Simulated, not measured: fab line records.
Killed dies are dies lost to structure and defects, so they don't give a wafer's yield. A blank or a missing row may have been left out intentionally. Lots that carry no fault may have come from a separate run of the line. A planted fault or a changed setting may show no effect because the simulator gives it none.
fab line records	flow sky130
record: lots: 13	wafers: 39	lastDay: 50
route steps=708 shown LDD_LDN@301 RES_XHIGH@340 SD_N@353 LI_CONTACT@364
lots that met no fault: from a run of the same line without faults
startH: start of the lot's first displayed wafer, in hours after the record's first day	waitH: time in hours since the lot's previous step	" identical to the entry in the row above	L1.1+2: a row that stands for several wafers	- either no value or no given start	* or withheld: withheld	< > ~ a bound
route shown NAME@n: NAME is a module with steps in the file, n the number in the route of the first one	usual: the fault-free wafers' mean and standard deviation	same: alike in all rows	chamber/n: place in a boat	sites: readings site by site	_std_site: standard deviation of those values	_edge_site: outer sites' mean less inner sites'	radiusMm: how far each site lies from the wafer's centre	mask NAME#n: copy n	behind: tool/chamber where the wafer was last shaped	hold: why the lot went on hold/how many hours it stayed there/how the hold came to an end	device: the n, p or np transistor that did not switch	end of line: the same wafers' tests at the end of the route	a step given without rows: its recipe and nothing more	killed: dies that structure and defects cost at the first sort, which is not the same as the wafer's yield	map: a wafer's dies, x killed, . not, _ none there
set.NAME: the run value of the setting; set.NAME@STEP: its run value at that earlier step	model.NAME: the simulator's own value behind a step, which no gauge read
one table for each step of the route and one row for each wafer, over a sample of lots
services: when a tool's chamber went out of use (startH, in hours from the record's first day, below 0 if earlier), for how many hours, and the reason
== steps ==
step: SKY_LDD_LDN_STRIP_12
recipe: chemistry: O2/N2	powerW: 1400	pressureMtorr: 1500	platenTempC: withheld	o2FlowSccm: 3000	n2FlowSccm: 300	overashFraction: 0.5
usual: chamberPressureMTorr: 1500.0/1.3	drypumpMotorCurrentA: 5.6/0.46	o2FlowSccm: 3001/9.4	oesProductAu: 0.715/0.0046	stripTimeToEndpointS: 14.18/0.038
lot.wafer	tool	chamber	startH	waitH	chamberPressureMTorr	drypumpMotorCurrentA	o2FlowSccm	oesProductAu	rfHoursCounterH	stripTimeToEndpointS
L763.1	plasmaAsher-04	0	520.43	0.1	1499.4	6.2	2996	0.722	8	14.17
L763.3	"	0	"	"	1501.2	6.1	3002	0.710	-	14.19
L763.6	"	1	"	"	1498.6	5.5	2995	0.713	-	14.21
L765.2	plasmaAsher-01	1	536.81	0.1	1500.9	5.5	3012	0.715	42	14.08
L765.4	"	0	"	"	1502.4	6.1	2991	0.706	-	14.16
L765.6	"	1	"	"	1500.3	5.6	2986	0.717	-	14.17
L767.2	plasmaAsher-02	1	556.56	0.1	1498.6	4.8	3008	0.717	72	14.22
L767.4	"	0	"	"	1496.4	5.8	2993	0.715	-	14.19
L767.5	"	1	"	"	1500.5	4.8	3005	0.718	-	14.21
L768.2	plasmaAsher-01	1	570.36	0.1	1499.1	5.5	3019	0.704	45	14.17
L768.3	"	0	"	"	1500.5	6.1	3003	0.715	-	14.17
L768.6	"	1	"	"	1500.9	5.5	3024	0.715	-	14.16
L769.2	plasmaAsher-02	0	583.81	0.1	1498.6	5.8	3007	0.712	74	14.13
L769.5	"	0	"	"	1501.6	5.8	2987	0.724	-	14.12
L769.6	"	1	"	"	1499.7	4.8	2986	0.720	-	14.16
L777.1	plasmaAsher-01	1	651.16	0.1	1499.1	5.6	3005	0.714	53	14.17
L777.3	"	1	"	"	1499.5	5.6	2998	0.712	-	14.17
L777.6	"	0	"	"	1500.6	6.1	3009	0.719	-	14.18
L778.1	plasmaAsher-02	0	664.01	0.1	1501.3	5.7	3005	0.722	83	14.20
L778.3	"	0	"	"	1499.5	5.8	2998	0.720	-	14.15
L778.5	"	1	"	"	1499.8	4.8	3001	0.718	-	14.11
L779.3	plasmaAsher-01	0	673.89	0.1	1500.6	6.1	2988	0.714	-	14.12
L779.5	"	1	"	"	1500.3	5.6	3002	0.712	-	14.12
L779.6	"	0	"	"	1501.3	6.1	2999	0.721	-	14.10
L780.2	plasmaAsher-02	1	686.11	0.1	1500.7	4.8	3015	0.716	86	14.20
L780.3	"	0	"	"	1498.4	5.8	3001	0.718	-	14.18
L780.5	"	0	"	"	1501.8	5.8	2993	0.712	-	14.19
L781.2	plasmaAsher-01	0	689.71	0.1	1501.7	6.1	3000	0.721	57	14.16
L781.3	"	0	"	"	1501.1	6.2	3002	0.702	-	14.20
L781.6	"	1	"	"	1497.8	5.6	3006	0.720	-	14.20
L783.1	plasmaAsher-04	0	698.48	0.1	1499.8	6.2	2971	0.705	25	14.22
L783.4	"	1	"	"	1501.1	5.5	2996	0.718	-	14.15
L783.5	"	1	"	"	1499.3	5.5	2997	0.715	-	14.20
L784.2	plasmaAsher-02	0	705.21	0.1	1501.0	5.8	2989	0.715	88	14.24
L784.4	"	0	"	"	1499.1	5.8	2989	0.712	-	14.23
L784.5	"	0	"	"	1502.6	5.8	2989	0.714	-	14.15
L786.1	plasmaAsher-04	0	712.61	0.1	1500.4	6.2	2995	0.718	26	14.11
L786.3	"	1	"	"	1500.6	5.5	2992	0.710	-	14.17
L786.6	"	1	"	"	1499.3	5.5	2982	0.717	-	14.13
step: SKY_RES_XHIGH_STRIP_08
recipe: chemistry: O2/N2	powerW: 1400	pressureMtorr: 1500	platenTempC: withheld	o2FlowSccm: 3000	n2FlowSccm: 300	overashFraction: 0.5
usual: chamberPressureMTorr: 1500.0/1.4	drypumpMotorCurrentA: 5.6/0.44	o2FlowSccm: 2999/9.6	oesProductAu: 0.711/0.0048	stripTimeToEndpointS: 14.28/0.036
lot.wafer	tool	chamber	startH	waitH	chamberPressureMTorr	drypumpMotorCurrentA	o2FlowSccm	oesProductAu	rfHoursCounterH	stripTimeToEndpointS
L763.1	plasmaAsher-04	0	611.10	0.1	1499.4	6.1	3002	0.701	16	14.31
L763.3	"	1	"	"	1498.9	5.5	2996	0.707	-	14.27
L763.6	"	0	"	"	1500.2	6.1	2995	0.712	-	14.25
L765.2	plasmaAsher-02	0	628.52	0.1	1500.5	5.8	2996	0.703	79	14.33
L765.4	"	1	"	"	1500.1	4.8	3009	0.718	-	14.31
L765.6	"	0	"	"	1499.4	5.8	3004	0.711	-	14.28
L767.2	plasmaAsher-02	0	646.59	0.1	1498.2	5.8	3005	0.705	81	14.28
L767.4	"	0	"	"	1497.0	5.8	2976	0.713	-	14.28
L767.5	"	0	"	"	1501.5	5.8	2994	0.720	-	14.25
L768.2	plasmaAsher-03	1	659.80	0.1	1500.9	5.4	2997	0.709	95	14.32
L768.3	"	1	"	"	1500.5	5.4	2988	0.712	-	14.37
L768.6	"	1	"	"	1498.3	5.4	2994	0.712	-	14.39
L769.2	plasmaAsher-02	0	672.95	0.1	1498.8	5.8	2996	0.933	84	-
L769.5	"	0	"	"	1501.1	5.8	3001	0.937	-	-
L769.6	"	1	"	"	1503.1	4.8	3004	0.940	-	-
L777.1	plasmaAsher-02	0	737.03	0.2	1499.6	5.8	2997	0.715	91	14.30
L777.3	"	0	"	"	1501.6	5.8	2991	0.717	-	14.30
L777.6	"	1	"	"	1499.0	4.8	3001	0.706	-	14.33
L778.1	plasmaAsher-03	0	749.52	0.1	1498.9	6.0	3011	0.716	1	14.28
L778.3	"	1	"	"	1499.5	5.4	2996	0.711	-	14.28
L778.5	"	1	"	"	1500.7	5.4	3005	0.709	-	14.26
L779.3	plasmaAsher-02	0	757.77	0.1	1498.9	5.8	3002	0.715	-	14.22
L779.5	"	1	"	"	1499.9	4.8	3005	0.717	-	14.27
L779.6	"	0	"	"	1501.1	5.7	2997	0.718	-	14.28
L780.2	plasmaAsher-03	0	771.84	0.1	1502.3	6.0	2998	0.711	3	14.25
L780.3	"	0	"	"	1501.3	6.0	2999	0.707	-	14.29
L780.5	"	0	"	"	1500.3	6.0	3010	0.710	-	14.24
L781.2	plasmaAsher-02	0	774.09	0.1	1501.5	5.8	3014	0.708	95	14.22
L781.3	"	0	"	"	1497.3	5.8	3011	0.710	-	14.25
L781.6	"	1	"	"	1498.3	4.8	3000	0.704	-	14.24
L783.1	plasmaAsher-04	0	781.62	0.1	1501.4	6.2	2992	0.719	33	14.27
L783.4	"	0	"	"	1498.4	6.2	2997	0.713	-	14.26
L783.5	"	1	"	"	1500.7	5.5	2987	0.712	-	14.23
L784.2	plasmaAsher-04	0	788.37	0.1	1499.5	6.2	2987	0.707	34	14.28
L784.4	"	1	"	"	1500.8	5.5	3001	0.705	-	14.30
L784.5	"	1	"	"	1500.2	5.5	3012	0.711	-	14.34
L786.1	plasmaAsher-03	0	796.34	0.1	1500.0	6.0	3010	0.708	5	14.27
L786.3	"	0	"	"	1500.0	6.0	3001	0.708	-	14.24
L786.6	"	0	"	"	1499.6	6.0	3000	0.708	-	14.23
step: SKY_SD_N_STRIP_11
recipe: chemistry: O2/N2	powerW: 1400	pressureMtorr: 1500	platenTempC: withheld	o2FlowSccm: 3000	n2FlowSccm: 300	overashFraction: 0.5
usual: chamberPressureMTorr: 1500.0/1.4	drypumpMotorCurrentA: 5.6/0.47	o2FlowSccm: 3000/8.8	oesProductAu: 0.528/0.0048	stripTimeToEndpointS: 22.55/0.032
lot.wafer	tool	chamber	startH	waitH	chamberPressureMTorr	drypumpMotorCurrentA	o2FlowSccm	oesProductAu	rfHoursCounterH	stripTimeToEndpointS
L763.1	plasmaAsher-02	1	640.75	0.1	1500.5	4.8	2982	0.523	80	22.51
L763.3	"	1	"	"	1498.2	4.8	2999	0.523	-	22.51
L763.6	"	0	"	"	1498.2	5.8	2992	0.530	-	22.51
L765.2	plasmaAsher-04	0	658.28	0.1	1498.4	6.2	3010	0.522	21	22.53
L765.4	"	0	"	"	1499.6	6.2	2999	0.531	-	22.55
L765.6	"	1	"	"	1498.1	5.5	3002	0.538	-	22.55
L767.2	plasmaAsher-04	1	675.23	0.1	1499.6	5.6	3001	0.525	22	22.51
L767.4	"	0	"	"	1499.8	6.1	3022	0.524	-	22.55
L767.5	"	0	"	"	1499.9	6.2	3010	0.532	-	22.51
L768.2	plasmaAsher-01	0	688.93	0.1	1501.1	6.1	3005	0.531	57	22.57
L768.3	"	0	"	"	1498.8	6.2	2994	0.531	-	22.56
L768.6	"	0	"	"	1499.6	6.2	3000	0.524	-	22.59
L769.2	plasmaAsher-04	0	701.50	0.1	1501.8	6.2	3010	0.564	25	26.56
L769.5	"	0	"	"	1498.4	6.2	2992	0.565	-	26.56
L769.6	"	1	"	"	1497.3	5.5	3010	0.558	-	26.62
L777.1	plasmaAsher-02	1	765.03	0.1	1499.5	4.8	2985	0.529	94	22.54
L777.3	"	0	"	"	1497.5	5.8	2992	0.529	-	22.54
L777.6	"	1	"	"	1502.7	4.8	2995	0.534	-	22.55
L778.1	plasmaAsher-02	0	776.43	0.1	1499.8	5.8	3015	0.537	95	22.58
L778.3	"	0	"	"	1501.8	5.8	3005	0.529	-	22.59
L778.5	"	1	"	"	1501.7	4.8	2996	0.535	-	22.54
L779.3	plasmaAsher-04	0	784.41	0.1	1500.1	6.2	3000	0.535	-	22.54
L779.5	"	0	"	"	1500.7	6.1	2995	0.529	-	22.57
L779.6	"	1	"	"	1499.7	5.5	3003	0.530	-	22.55
L780.2	plasmaAsher-04	0	797.93	0.1	1498.6	6.2	2988	0.526	35	22.64
L780.3	"	0	"	"	1501.4	6.2	2979	0.532	-	22.61
L780.5	"	0	"	"	1501.9	6.2	2989	0.521	-	22.54
L781.2	plasmaAsher-04	1	799.98	0.1	1501.6	5.5	3002	0.522	35	22.54
L781.3	"	0	"	"	1500.0	6.2	2998	0.529	-	22.53
L781.6	"	1	"	"	1500.5	5.5	3006	0.535	-	22.54
L783.1	plasmaAsher-04	0	808.75	0.1	1501.7	6.2	2997	0.533	36	22.60
L783.4	"	1	"	"	1500.8	5.5	3010	0.528	-	22.59
L783.5	"	0	"	"	1497.4	6.1	3008	0.520	-	22.57
L784.2	plasmaAsher-04	1	815.30	0.1	1500.4	5.5	2995	0.531	37	22.55
L784.4	"	1	"	"	1500.0	5.5	2996	0.527	-	22.57
L784.5	"	0	"	"	1501.5	6.1	2995	0.529	-	22.54
L786.1	plasmaAsher-04	1	823.75	0.1	1502.7	5.5	2996	0.532	37	22.48
L786.3	"	0	"	"	1498.8	6.2	3016	0.524	-	22.43
L786.6	"	0	"	"	1499.4	6.2	3011	0.529	-	22.52
step: SKY_SD_N_TW_MEAS_12
usual: SD_N_TW: 3980/29
lot.wafer	tool	chamber	startH	waitH	SD_N_TW
L763.1	filmMetro-02	-	640.85	0.1	4035
L763.3	"	-	"	"	4026
L763.6	"	-	"	"	4050
L765.2	filmMetro-02	-	658.39	0.1	3974
L765.4	"	-	"	"	3966
L765.6	"	-	"	"	3983
L767.2	filmMetro-01	-	675.34	0.1	3960
L767.4	"	-	"	"	3960
L767.5	"	-	"	"	3971
L768.2	filmMetro-01	-	689.04	0.1	3945
L768.3	"	-	"	"	3963
L768.6	"	-	"	"	3961
L769.2	filmMetro-03	-	701.61	0.1	30
L769.5	"	-	"	"	30
L769.6	"	-	"	"	30
L777.1	filmMetro-01	-	765.13	0.1	3942
L777.3	"	-	"	"	3948
L777.6	"	-	"	"	3947
L778.1	filmMetro-03	-	776.53	0.1	4004
L778.3	"	-	"	"	3997
L778.5	"	-	"	"	3979
L779.3	filmMetro-03	-	784.50	0.1	3986
L779.5	"	-	"	"	3988
L779.6	"	-	"	"	3994
L780.2	filmMetro-02	-	798.04	0.1	4017
L780.3	"	-	"	"	4006
L780.5	"	-	"	"	4014
L781.2	filmMetro-01	-	800.09	0.1	3965
L781.3	"	-	"	"	3952
L781.6	"	-	"	"	3933
L783.1	filmMetro-03	-	808.85	0.1	3969
L783.4	"	-	"	"	3973
L783.5	"	-	"	"	3988
L784.2	filmMetro-01	-	815.41	0.1	3937
L784.4	"	-	"	"	3947
L784.5	"	-	"	"	3946
L786.1	filmMetro-03	-	823.85	0.1	3964
L786.3	"	-	"	"	3967
L786.6	"	-	"	"	3971
step: SKY_LI_CONTACT_CMP_02
recipe: material: PSG	downForcePsi: 4	platenRpm: 60	padVelocityMS: 0.94248
usual: edgeZonePressureFrac: 1.000/0.0052	motorCurrentA: 11.9/0.97	timeToEndpointS: 31.9/3
lot.wafer	tool	chamber	startH	waitH	edgeZonePressureFrac	motorCurrentA	timeToEndpointS
L763.3	cmp-02	3	641.69	0.0	1.003	11.1	30.9
L763.1	"	2	"	"	1.009	10.6	33.5
L763.6	"	3	"	"	1.001	10.7	30.3
L765.4	cmp-02	0	659.25	0.1	0.996	11.7	27.8
L765.2	"	1	"	"	1.007	12.7	30.9
L765.6	"	3	"	"	0.990	11.6	32.1
L767.4	cmp-01	2	676.20	0.1	0.993	12.2	32.6
L767.2	"	3	"	"	1.002	13.4	31.3
L767.5	"	1	"	"	1.001	10.7	34.1
L768.2	cmp-02	2	689.86	0.0	0.993	11.3	31.4
L768.3	"	0	"	"	0.997	12.1	26.0
L768.6	"	3	"	"	0.997	11.7	30.0
L769.2	cmp-01	3	702.43	0.0	0.993	14.4	29.6
L769.6	"	3	"	"	0.996	14.3	29.1
L769.5	"	0	"	"	1.001	11.5	34.4
L777.3	cmp-02	1	765.95	0.0	0.996	13.1	28.9
L777.1	"	2	"	"	1.004	10.9	34.0
L777.6	"	1	"	"	1.000	13.1	29.6
L778.1	cmp-02	3	777.42	0.1	0.996	11.0	32.7
L778.3	"	2	"	"	0.996	10.6	36.8
L778.5	"	0	"	"	0.991	11.9	31.6
L779.3	cmp-01	3	785.40	0.1	0.993	13.1	34.0
L779.6	"	2	"	"	0.993	12.4	33.2
L779.5	"	3	"	"	0.995	13.9	32.2
L780.2	cmp-02	1	798.85	0.0	0.998	12.8	32.1
L780.3	"	0	"	"	0.995	11.3	32.4
L780.5	"	1	"	"	0.996	12.9	32.9
L781.3	cmp-01	3	800.91	0.0	0.997	14.5	28.4
L781.2	"	2	"	"	1.009	12.6	29.3
L781.6	"	3	"	"	1.001	13.3	30.4
L783.4	cmp-02	3	809.73	0.1	0.998	10.9	27.4
L783.1	"	0	"	"	1.001	12.7	30.0
L783.5	"	2	"	"	1.002	11.4	34.5
L784.2	cmp-02	3	816.23	0.0	1.003	10.8	27.9
L784.4	"	1	"	"	0.999	12.6	31.0
L784.5	"	3	"	"	1.003	11.5	27.5
L786.3	cmp-01	3	824.78	0.1	1.004	13.7	32.1
L786.1	"	0	"	"	1.001	11.6	37.0
L786.6	"	1	"	"	0.996	10.6	30.7
step: SKY_LI_CONTACT_OVL_MEAS_13
usual: LI_CONTACT_OVL: -1/6.2
lot.wafer	tool	chamber	startH	waitH	LI_CONTACT_OVL[nm]
L763.1	overlay-01	-	671.04	0.1	-5
L763.3	"	-	"	"	-5
L763.6	"	-	"	"	3
L765.2	overlay-01	-	688.32	0.1	-2
L765.4	"	-	"	"	-2
L765.6	"	-	"	"	8
L767.2	overlay-01	-	704.17	0.1	-4
L767.4	"	-	"	"	-6
L767.5	"	-	"	"	-8
L768.2	overlay-01	-	718.05	0.1	1
L768.3	"	-	"	"	-1
L768.6	"	-	"	"	-6
L769.2	overlay-02	-	730.70	0.1	-2
L769.5	"	-	"	"	0
L769.6	"	-	"	"	-2
L777.1	overlay-02	-	793.11	0.1	-7
L777.3	"	-	"	"	-9
L777.6	"	-	"	"	-2
L778.1	overlay-01	-	804.07	0.1	5
L778.3	"	-	"	"	6
L778.5	"	-	"	"	5
L779.3	overlay-01	-	812.33	0.1	12
L779.5	"	-	"	"	4
L779.6	"	-	"	"	-1
L780.2	overlay-02	-	826.02	0.1	1
L780.3	"	-	"	"	3
L780.5	"	-	"	"	4
L781.2	overlay-01	-	827.57	0.1	5
L781.3	"	-	"	"	3
L781.6	"	-	"	"	0
L783.1	overlay-01	-	836.57	0.1	11
L783.4	"	-	"	"	3
L783.5	"	-	"	"	7
L784.2	overlay-02	-	843.12	0.1	-12
L784.4	"	-	"	"	-2
L784.5	"	-	"	"	-3
L786.1	overlay-01	-	851.49	0.1	-1
L786.3	"	-	"	"	-7
L786.6	"	-	"	"	0
== services ==
tool	chamber	startH	hours	kind
plasmaAsher-03	-	496.51	2.9	repair
plasmaAsher-04	-	499.67	12.5	repair
cmp-02	-	513.05	1.5	repair
cmp-02	-	543.04	2.7	repair
cmp-02	-	554.08	1.4	repair
plasmaAsher-04	-	554.89	1.1	repair
cmp-01	-	572.00	4.0	pm
cmp-02	-	576.00	22.8	pm
cmp-02	-	599.14	2.6	repair
cmp-02	-	599.37	1.0	repair
plasmaAsher-02	-	600.78	2.1	repair
cmp-02	-	616.25	4.5	repair
cmp-02	-	622.84	1.6	repair
plasmaAsher-04	-	658.64	3.5	repair
cmp-01	-	680.24	2.4	repair
cmp-01	-	691.06	0.4	repair
cmp-02	-	697.29	0.9	repair
plasmaAsher-01	-	704.31	2.8	pm
plasmaAsher-04	-	736.68	0.8	repair
cmp-02	-	744.22	4.0	pm
cmp-02	-	757.18	5.4	pm
cmp-02	-	783.71	2.2	repair
plasmaAsher-02	-	784.55	1.7	repair
cmp-01	-	818.35	1.9	repair
== key ==
firstSign: step: SKY_RES_XHIGH_STRIP_08	reading: oesProductAu	direction: up	sigmas: 47	usual: 0.711	struck: 0.937
effect: step: SKY_SD_N_STRIP_11	reading: stripTimeToEndpointS	direction: up	sigmas: 99+	usual: *	struck: *
effect: step: SKY_SD_N_TW_MEAS_12	reading: SD_N_TW	direction: down	sigmas: 99+	usual: 3980	struck: 30
metAt SKY_RES_XHIGH_STRIP_08
struckLots L769
sortLeftOut L769.2,L769.5,L769.6
testerLeftOut L769
notActingAt SKY_LDD_LDN_STRIP_12,SKY_LI_CONTACT_CMP_02,SKY_LI_CONTACT_OVL_MEAS_13
onsetBetween 646.59 672.95
fault: kind: stripAborted	tool: plasmaAsher-02	chamber: -	onsetH: 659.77	steps: SKY_RES_XHIGH_STRIP_08	offset: 0.5238	endH: 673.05
testerLeftOut: of these lots the tester's yield and bins aren't shown, on N5 and GAA mostly nor the transistor test; their killed dies are dies lost to structure and defects alone, not to doping, threshold or leakage, so they don't give the yield
sortLeftOut: the simulated sort isn't trusted on such a fault, so these wafers' sort isn't shown, and their yield isn't known
